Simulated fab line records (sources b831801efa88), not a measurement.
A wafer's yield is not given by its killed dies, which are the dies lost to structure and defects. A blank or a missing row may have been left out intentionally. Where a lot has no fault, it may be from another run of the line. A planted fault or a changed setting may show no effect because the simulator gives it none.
Matching of chambers	flow gf180mcu	GF_PASSIVATION_CVD_02 on pecvd-04: 3 sister chambers
The step deposits Si3N4, target thk 700 nm, time 486.18 s. 6 wafers are shown with their chamber, then 7 later ones without.

== EACH WAFER AND ITS CHAMBER ==
wafer	chamber	heater_power_w (W)
L647.5	2	951
L650.4	1	553
L650.5	2	939
L650.6	0	746
L654.2	0	684
L654.4	1	537

== WAFERS WITHOUT THEIR CHAMBER ==
wafer	heater_power_w (W)
L654.6	876
L660.2	622
L660.3	650
L660.5	908
L659.1	980
L659.5	718
L659.6	795

== CHAMBER TAKEN BY EACH ==
wafer	from the rows above	in truth
L654.6	2	2
L660.2	can't be placed: 1 or 0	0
L660.3	can't be placed: 0 or 1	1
L660.5	2	2
L659.1	2	2
L659.5	0	0
L659.6	0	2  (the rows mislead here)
Correct placement for 4 of the 7. Can't be placed from these rows: 2 (the true chamber is among the candidates in 2). Number placed wrongly: 1.
How it was worked out, from the rows above alone: a wafer's distance from a chamber is the root of the sum, over the readings, of the square of ((its reading less the chamber's mean) divided by the reading's scatter). If the next closest chamber is less than 2 further off than the closest, the wafer can't be placed; otherwise it belongs to the closest. The mean given for a chamber averages the wafers shown for that chamber. The scatter: take each reading less its chamber's mean, square it, sum over the shown wafers, divide by the number of wafers less the number of chambers, and take the root.
